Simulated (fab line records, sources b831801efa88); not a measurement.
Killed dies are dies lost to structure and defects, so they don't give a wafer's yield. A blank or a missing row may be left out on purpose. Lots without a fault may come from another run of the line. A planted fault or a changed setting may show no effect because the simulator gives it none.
fab line records | flow sky130
record lots=5 wafers=15 last_day=49
route steps=708 shown CAPM@539 METAL3@555 VIA3@573 PAD_OPEN@708
lots that met no fault: from a run of the same line without faults
start_h: hours from the record's first day to the start of the lot's first wafer shown | wait_h: hours since the lot's step before | " the same as in the row above | L1.1+2: a row that stands for several wafers | - no value, or no start given | * or withheld: withheld | < > ~ a bound
route shown NAME@n: a module of which the file shows steps, and the number in the route of the first | usual: mean/standard deviation of fault-free wafers | same: alike in all rows | chamber/n: place in a boat | sites: the reading at each site | _std_site: their standard deviation | _edge_site: outer sites' mean less inner sites' | radius_mm: how far each site lies from the wafer's centre | mask NAME#n: copy n | behind: the tool/chamber that last shaped the wafer | hold: why the lot was held/for how many hours/how that ended | device: the transistor (n, p or np) that didn't switch | end of line: the same wafers' tests at the end of the route | a step without rows: its recipe alone | killed: dies lost to structure and defects at the first sort, not the wafer's yield | map: a wafer's dies, x killed, . not, _ none there
set.NAME: the setting as run; set.NAME@STEP: as run at that earlier step | model.NAME: the simulator's own value behind a step, which no gauge read
lots at some steps of the route; a table a step, a row a wafer
services: from which hour (start_h, from the record's first day; less than 0 if before it) a tool's chamber was out of use, for how many hours, and why
## steps
# step SKY_CAPM_SPUTTER_02
# recipe material=TiN target_thk_nm=200 temp_c=300 power_w=6500 time_s=166.7 chamber_pressure_pa=0.4
# step SKY_CAPM_DEHYDRATE_05
# recipe temp_c=200 time_s=60
# step SKY_CAPM_HMDS_06
# recipe prime_time_s=60 prime_temp_c=120
# step SKY_CAPM_COAT_07
# recipe resist=NOVOLAK spin_rpm=3000 resist_thk_nm=1140
# step SKY_CAPM_SOFTBAKE_08
# recipe temp_c=90 time_s=60 resist=NOVOLAK
# step SKY_CAPM_EXPOSE_09
# recipe mask_id=CAPM na=0.6 source_shape=conventional sigma_outer=0.6 polarization=unpolarized target_cd_nm=1000 dose_mj=159
# step SKY_CAPM_PEB_10
# recipe temp_c=withheld time_s=* resist=NOVOLAK
# step SKY_CAPM_DEVELOP_11
# recipe resist=NOVOLAK developer=TMAH develop_time_s=60 dev_temp_c=23
# step SKY_CAPM_METAL_ETCH_13
# recipe target_depth_nm=220 stop_on=SiO2 chemistry=Cl2/BCl3 target=TiN pressure_mtorr=10 icp_w=900 bias_w=48.5 Cl2_flow_sccm=60 bcl3_flow_sccm=30 time_s=62.9
# step SKY_CAPM_STRIP_14
# recipe chemistry=O2/N2 power_w=1400 pressure_mtorr=1500 platen_temp_c=withheld o2_flow_sccm=3000 n2_flow_sccm=300 overash_fraction=0.5
# usual drypump_motor_current_A=5.8/0.51 oes_product_au=0.710/0.0045 strip_time_to_endpoint_s=12.66/0.044
# same overash_fraction=0.5
# columns lot.wafer tool chamber start_h wait_h drypump_motor_current_A oes_product_au rf_hours_counter_h strip_time_to_endpoint_s
L911.3 plasma_asher-02 0 957.52 0.1 5.3 0.710 - 12.63
L911.4 " 1 " " 5.7 0.707 - 12.67
L911.6 " 0 " " 5.3 0.718 - 12.69
L910.2 plasma_asher-01 0 958.97 0.1 6.5 0.704 116 12.65
L910.3 " 0 " " 6.5 0.710 - 12.59
L910.6 " 0 " " 6.5 0.713 - 12.60
L914.1 plasma_asher-02 0 987.58 0.1 5.4 0.712 25 12.73
L914.5 " 1 " " 5.7 0.709 - 12.68
L914.6 " 0 " " 5.3 0.710 - 12.71
L915.1 plasma_asher-02 1 996.50 0.1 5.7 0.711 26 12.63
L915.2 " 0 " " 5.3 0.707 26 12.69
L915.3 " 0 " " 5.3 0.712 - 12.67
L916.2 plasma_asher-02 1 1001.17 0.1 5.7 0.709 27 12.73
L916.3 " 1 " " 5.7 0.711 - 12.66
L916.4 " 0 " " 5.3 0.716 - 12.70
# step SKY_CAPM_STRIP_15
# recipe chemistry=post_etch_residue_remover time_s=1200 temp_c=72.5
# step SKY_CAPM_CLEAN_16
# recipe chemistry=IPA time_s=180 temp_c=25
# step SKY_CAPM_CLEAN_17
# recipe chemistry=O3/DIW dry=n2_spin
# step SKY_METAL3_DEHYDRATE_05
# recipe temp_c=200 time_s=60
# step SKY_METAL3_HMDS_06
# recipe prime_time_s=60 prime_temp_c=120
# step SKY_METAL3_COAT_07
# recipe resist=BARC temp_c=withheld time_s=withheld spin_rpm=3000 resist_thk_nm=60
# step SKY_METAL3_COAT_08
# recipe resist=KrF-thick spin_rpm=3000 resist_thk_nm=1140
# step SKY_METAL3_SOFTBAKE_09
# recipe temp_c=100 time_s=90 resist=KrF-thick
# step SKY_METAL3_EXPOSE_10
# recipe mask_id=MM3 na=0.68 source_shape=annular sigma_inner=0.4 sigma_outer=0.8 target_cd_nm=300 dose_mj=28
# step SKY_METAL3_PEB_11
# recipe peb_temp_c=withheld peb_time_s=withheld resist=KrF-thick
# step SKY_METAL3_DEVELOP_12
# recipe develop_time_s=60 resist=KrF-thick dev_temp_c=21
# step SKY_METAL3_DESCUM_15
# recipe chemistry=O2 source_power_w=150 bias_power_w=0 pressure_mtorr=10 temp_c=40 time_s=8
# step SKY_METAL3_ETCH_16
# recipe chemistry=N2/H2 target=BARC ion_energy_ev=200 bias_w=100 pressure_mtorr=30 n2_flow_sccm=100 h2_flow_sccm=200 icp_w=500 stop_on=SiO2 time_s=88.2 target_depth_a=600
# step SKY_METAL3_ETCH_17
# recipe target=SiO2 stop_on=TiN chemistry=C4F8/O2/Ar source_w=1500 bias_w=1200 pressure_mtorr=40 c4f8_flow_sccm=withheld O2_flow_sccm=6 Ar_flow_sccm=300 time_s=3.9 target_depth_a=150
# step SKY_METAL3_METAL_ETCH_18
# recipe target_depth_a=8450 stop_on=SiO2 over_etch_frac=0.3 time_s=183.1 chemistry=Cl2/BCl3 resist_sidewall_deg=88 pressure_mtorr=10 icp_w=900 bias_w=48.5 Cl2_flow_sccm=60 bcl3_flow_sccm=30
# step SKY_METAL3_STRIP_19
# recipe chemistry=O2/N2 power_w=1400 pressure_mtorr=1500 platen_temp_c=withheld o2_flow_sccm=3000 n2_flow_sccm=300 overash_fraction=0.5
# step SKY_METAL3_STRIP_20
# recipe chemistry=post_etch_residue_remover time_s=1200 temp_c=72.5
# step SKY_METAL3_CLEAN_21
# recipe chemistry=IPA time_s=180 temp_c=25
# step SKY_METAL3_CLEAN_22
# recipe chemistry=O3/DIW dry=n2_spin
# step SKY_VIA3_HDPCVD_00
# recipe material=SiO2 target_thk_nm=1635 sigma_open_frac=0.3 time_s=272.5 temp_c=400 sih4_flow_sccm=60 pressure_mtorr=6
# step SKY_VIA3_CMP_02
# recipe material=SiO2 down_force_psi=4 platen_rpm=60 pad_velocity_m_s=0.94248
# step SKY_VIA3_DEHYDRATE_04
# recipe temp_c=200 time_s=60
# step SKY_VIA3_HMDS_05
# recipe prime_time_s=60 prime_temp_c=120
# step SKY_VIA3_COAT_06
# recipe resist=BARC temp_c=withheld time_s=withheld spin_rpm=3000 resist_thk_nm=60
# step SKY_VIA3_COAT_07
# recipe resist=KrF-thick spin_rpm=3000 resist_thk_nm=450
# step SKY_PAD_OPEN_PROBE_99
# usual defect_limited_yield=82.4/1.8 killed_at_M0_to_M3=45/6.8 killed_at_M4_up=3.2/1.6 killed_at_contacts=24/5.1 killed_at_front_end=14/4.4 killed_at_other=0.4/0.65 killed_dies=87/8.8 killed_open=47/7.2 killed_short=39/6.1 sort_bin_3_pad_short=0.9/0.38 sort_bin_5_function=10.4/1.5 sort_bin_6_memory=6.4/1.1 sort_n_pass=405/8.8 sort_yield_pct=82.4/1.8
# same gross_dies=492 killed_at_back_side=0 sort_bin_4_leakage[%]=0 sort_bin_8_speed[%]=0
# columns lot.wafer tool chamber start_h wait_h defect_limited_yield[%] killed_at_M0_to_M3 killed_at_M4_up killed_at_contacts killed_at_front_end killed_at_other killed_dies killed_open killed_short sort_bin_3_pad_short[%] sort_bin_5_function[%] sort_bin_6_memory[%] sort_n_pass sort_yield_pct[%] model.etest.tester.sort_n_pass model.etest.tester.sort_yield_pct model.etest.tester.sort_bin_5_pct model.etest.tester.sort_bin_3_pct
L911.3 prober-01 - 1143.51 0.2 81.1 44 3 27 19 0 93 45 47 1.2 10.6 7.1 399 81.1 399 81.1 10.57 1.22
L911.4 prober-01 - 1143.56 0.2 80.7 51 3 20 20 1 95 55 40 1.2 11.2 6.9 397 80.7 397 80.69 11.18 1.22
L911.6 prober-01 - 1143.66 0.2 81.9 54 3 24 8 0 89 50 38 0.6 10.8 6.7 403 81.9 403 81.91 10.77 0.6098
L914.1 prober-01 - 1164.63 0.1 74.6 32 4 23 12 54 125 40 32 2.6 15.4 7.3 367 74.6 367 74.59 15.45 2.642
L914.5 prober-01 - 1164.83 0.2 72.2 40 3 28 18 48 137 39 49 3.3 16.9 7.7 355 72.2 355 72.15 16.87 3.252
L914.6 prober-01 - 1164.88 0.2 73.6 48 3 23 9 47 130 40 43 1.6 17.5 7.3 362 73.6 362 73.58 17.48 1.626
L915.1 prober-02 - 1169.99 0.1 74.6 40 6 19 12 48 125 41 36 2.6 16.3 6.5 367 74.6 367 74.59 16.26 2.642
L915.2 prober-02 - 1170.04 0.1 73.8 33 6 21 16 53 129 42 34 2.2 14.6 9.3 363 73.8 363 73.78 14.63 2.236
L915.3 prober-02 - 1170.09 0.2 73.6 36 2 22 13 57 130 32 41 2.6 17.5 6.3 362 73.6 362 73.58 17.48 2.642
L916.2 prober-01 - 1174.52 0.1 75.8 40 2 15 14 48 119 43 28 2.2 15.9 6.1 373 75.8 373 75.81 15.85 2.236
L916.3 prober-01 - 1174.57 0.2 70.5 44 7 20 24 50 145 44 50 3.3 19.3 6.9 347 70.5 347 70.53 19.31 3.252
L916.4 prober-01 - 1174.62 0.2 72.6 43 6 20 15 51 135 52 32 1.6 18.9 6.9 357 72.6 357 72.56 18.9 1.626
# killed by level:class
L911.3 VIA1:geometric_particle:open=12 CONTACT:geometric_particle:open=10 POLY_GATE:geometric_particle:open=7 CONTACT:geometric_particle:short=6 VIA3:geometric_particle:open=6 POLY_GATE:geometric_particle:short=5 METAL2:geometric_particle:short=5 FIELD_ISO:geometric_particle:short=4
L911.4 VIA1:geometric_particle:open=12 METAL2:geometric_particle:short=9 FIELD_ISO:geometric_particle:open=8 VIA3:geometric_particle:open=8 METAL1:geometric_particle:short=7 LI_CONTACT:geometric_particle:open=6 CONTACT:geometric_particle:open=6 VIA2:geometric_particle:open=6
L911.6 VIA2:geometric_particle:open=14 VIA1:geometric_particle:open=11 VIA1:geometric_particle:short=9 CONTACT:geometric_particle:open=8 LOCAL_INTERCONNECT:geometric_particle:short=7 LI_CONTACT:geometric_particle:open=6 VIA3:geometric_particle:open=5 POLY_GATE:geometric_particle:short=4
L914.1 CAPM:unspecified=52 LI_CONTACT:geometric_particle:open=8 VIA3:geometric_particle:open=8 CONTACT:geometric_particle:open=7 VIA1:geometric_particle:open=5 VIA2:geometric_particle:short=5 CONTACT:geometric_particle:short=4 FIELD_ISO:geometric_particle:short=3
L914.5 CAPM:unspecified=48 CONTACT:geometric_particle:open=12 POLY_GATE:geometric_particle:short=7 VIA2:geometric_particle:open=7 VIA1:geometric_particle:short=7 CONTACT:geometric_particle:short=6 FIELD_ISO:geometric_particle:short=5 LI_CONTACT:geometric_particle:short=5
L914.6 CAPM:unspecified=47 METAL1:geometric_particle:short=10 VIA1:geometric_particle:open=9 VIA1:geometric_particle:short=7 VIA2:geometric_particle:open=5 CONTACT:geometric_particle:open=5 CONTACT:geometric_particle:short=5 METAL2:geometric_particle:short=5
L915.1 CAPM:unspecified=48 CONTACT:geometric_particle:open=11 VIA3:geometric_particle:open=9 VIA1:geometric_particle:open=7 METAL1:geometric_particle:short=5 FIELD_ISO:geometric_particle:open=4 FIELD_ISO:geometric_particle:short=4 CONTACT:geometric_particle:short=4
L915.2 CAPM:unspecified=53 VIA1:geometric_particle:open=11 LI_CONTACT:geometric_particle:open=7 CONTACT:geometric_particle:open=6 METAL1:geometric_particle:short=6 METAL4:geometric_particle:short=5 POLY_GATE:geometric_particle:open=4 VIA1:geometric_particle:short=4
L915.3 CAPM:unspecified=57 METAL1:geometric_particle:short=8 CONTACT:geometric_particle:open=7 VIA1:geometric_particle:open=7 LI_CONTACT:geometric_particle:open=6 METAL2:geometric_particle:short=6 FIELD_ISO:geometric_particle:short=5 FIELD_ISO:geometric_particle:open=4
L916.2 CAPM:unspecified=48 VIA1:geometric_particle:open=10 VIA2:geometric_particle:open=9 VIA3:geometric_particle:open=8 CONTACT:geometric_particle:open=6 FIELD_ISO:geometric_particle:short=5 POLY_GATE:geometric_particle:short=5 LOCAL_INTERCONNECT:geometric_particle:short=3
L916.3 CAPM:unspecified=50 FIELD_ISO:geometric_particle:short=9 VIA1:geometric_particle:open=9 CONTACT:geometric_particle:open=8 METAL4:geometric_particle:short=7 VIA1:geometric_particle:short=6 VIA3:geometric_particle:open=6 FIELD_ISO:geometric_particle:open=5
L916.4 CAPM:unspecified=51 VIA1:geometric_particle:open=11 FIELD_ISO:geometric_particle:open=9 VIA2:geometric_particle:open=8 CONTACT:geometric_particle:open=7 VIA3:geometric_particle:open=5 METAL2:geometric_particle:short=4 LI_CONTACT:geometric_particle:open=4
# map L914.5 (x killed, . not)
__________xx.....x.._________
________........x....._______
______.....x...x....xxxx_____
_____......x....x..x.....____
____...x....x..........x..___
___....x.x....x...x....x..x__
__.x....x...x......x..x...x._
_..x..........x...xx....x...x
_...x...........xxx...x......
_.....x....x....xxx.x......x.
_.....xx.xx.xxxxxxxxxxx......
_.......x....x.xxxxx......x..
_..........x.xxxxxxxxxxx.....
_x.......x..xxxxxxxxxxxx.....
_......x......xxxxxxx.....x..
__............xxx.xxxx......_
___....x.x.x...x..x.....x..__
____............x..xx..x..___
_____x...x.....xx..x.....____
______x.xx.............._____
________.x.....xx..x.._______
__________x..x..xx.._________
# map L915.3 (x killed, . not)
__________x........._________
________..xx.........._______
______.....xx.......x..._____
_____.........x.....x....____
____.xx......x..........xx___
___...........x....x..x....__
__x..x..x..............x...._
_.......x.......x.x.....x.xx.
_x.xx.x.............x........
_xx..x...........x.x.xx..xx.x
_.........x.xxx.x............
_..........x.....x.........x.
_x...x..x.x.xx......x...x....
_...xx..xx.xxxxx.......x...x.
_.......xxxxxxxx.........x..x
__...x.xxxxxxxxx..x........._
___..x..xxxxxxxxx.......x..__
____.xxxxxxxxxx.x.........___
_____x..xxxxxx.......x...____
______..xx.x........xx.._____
________..x........xx._______
__________...xx....x_________
## services
# columns tool chamber start_h hours kind
plasma_asher-02 - 960.83 9.2 repair
plasma_asher-01 - 979.70 15.6 pm
## key
first_sign step=SKY_PAD_OPEN_PROBE_99 reading=killed_at_other direction=up sigmas=50 usual=0.4 struck=50.7
effect step=SKY_PAD_OPEN_PROBE_99 reading=defect_limited_yield direction=down sigmas=5 usual=82.4 struck=73.5
model_effect step=SKY_PAD_OPEN_PROBE_99 value=etest.tester.sort_n_pass without=405.9 struck=361.4
met_at SKY_CAPM_STRIP_14
struck_wafers L914.1,L914.5,L914.6,L915.1,L915.2,L915.3,L916.2,L916.3,L916.4
onset_between 957.52 987.58
also_fits time
fault kind=chamber_particle_source tool=plasma_asher-02 chamber=- onset_h=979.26 steps=SKY_CAPM_STRIP_14 rate_per_visit_cm2=0.62909 end_h=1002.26
